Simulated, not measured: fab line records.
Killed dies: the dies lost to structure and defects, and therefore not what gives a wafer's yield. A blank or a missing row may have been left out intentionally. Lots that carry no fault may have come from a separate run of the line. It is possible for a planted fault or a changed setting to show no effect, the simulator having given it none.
The same fault as seen by 2 desks :: flow sky130 :: what lay behind the numbers comes last; until then each desk has only its own

FROM THE METROLOGY DESK
What the gauges read, lot by lot, whatever tool the lot ran on: means of the sampled wafers that have a number. If a lot's mean is further than 4 standard deviations from the usual mean, the lot is out of limits and carries the mark OUT (the distance appears in the brackets).
Columns: A = VT_ADJUST_LVTN_TW at SKY_VT_ADJUST_LVTN_TW_MEAS_10, usual 239.7; B = VT_ADJUST_LVTN_01_OVL at SKY_VT_ADJUST_LVTN_OVL_MEAS_18, usual 0.5 nm
lot: L752
first seen here: day 6 19:10
A: 241.5
B: -0.1

lot: L753
first seen here: day 7 02:01
A: 238.6
B: 0.0

lot: L757
first seen here: day 8 08:46
A: 242.1
B: -0.9

lot: L760
first seen here: day 9 05:01
A: 241.3
B: 0.6

lot: L762
first seen here: day 9 18:45
A: 29.7 (-99 or more) OUT
B: -1.4

lot: L764
first seen here: day 9 23:58
A: 240.7
B: 0.5

lot: L765
first seen here: day 10 09:00
A: 239.0
B: 1.6

lot: L767
first seen here: day 10 22:14
A: 238.5
B: 1.6

lot: L770
first seen here: day 11 20:56
A: 238.2
B: 1.0

lot: L769
first seen here: day 11 22:14
A: 238.3
B: 1.9

lot: L772
first seen here: day 12 07:34
A: 242.1
B: 0.8

lot: L774
first seen here: day 12 15:56
A: 241.5
B: 0.1

lot: L775
first seen here: day 13 04:25
A: 239.7
B: 0.4
This desk finds L762 out of limits, with the earliest case on L762 at day 9 18:45 (VT_ADJUST_LVTN_TW at SKY_VT_ADJUST_LVTN_TW_MEAS_10). In limits: L752, L753, L757, L760, L764, L765, L767, L770, L769, L772, L774, L775.

DESK OF THE TOOL OWNER: plasmaAsher-04
The tool's own readings at SKY_VT_ADJUST_HVTP_STRIP_10 (strips in O2/N2): means of the sampled wafers that have a number, for each lot that ran on this tool. If a lot's mean is further than 4 standard deviations from the usual mean, the lot is out of limits and carries the mark OUT (the distance appears in the brackets).
Columns: A = chamberPressureMTorr at SKY_VT_ADJUST_HVTP_STRIP_10, usual 1500.1 mTorr; B = drypumpMotorCurrentA at SKY_VT_ADJUST_HVTP_STRIP_10, usual 5.8 A; C = oesProductAu at SKY_VT_ADJUST_HVTP_STRIP_10, usual 0.715 a.u.; D = stripTimeToEndpointS at SKY_VT_ADJUST_HVTP_STRIP_10, usual 14.18 s
lot: L757
first seen here: day 7 12:34
A: 1500.4
B: 6.5
C: 0.719
D: 14.13

lot: L762
first seen here: day 8 21:01
A: 1496.3
B: 6.5
C: 0.909 (+41) OUT
D: -

lot: L774
first seen here: day 11 17:13
A: 1499.8
B: 6.5
C: 0.714
D: 14.23

lot: L775
first seen here: day 12 03:56
A: 1500.9
B: 6.5
C: 0.713
D: 14.16
This desk's finding: out of limits on L762; first on L762, day 8 21:01 (oesProductAu at SKY_VT_ADJUST_HVTP_STRIP_10). In limits: L757, L774, L775.

BROUGHT TOGETHER
The tool owner's desk had the chance to raise an alarm at day 8 21:01 on L762.
An alarm was possible from the metrology desk at day 9 18:45, on L762.
All the named lots went through SKY_VT_ADJUST_HVTP_STRIP_10 on plasmaAsher-04.

WHAT THE SIMULATOR PUT IN
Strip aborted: plasmaAsher-04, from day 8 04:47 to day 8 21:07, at SKY_VT_ADJUST_HVTP_STRIP_10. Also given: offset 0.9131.
Struck lots among those shown: L762.
Delay (hours) between the fault's onset and each desk's first out-of-limits reading: 16 at the tool owner's desk, 38 at the metrology desk.
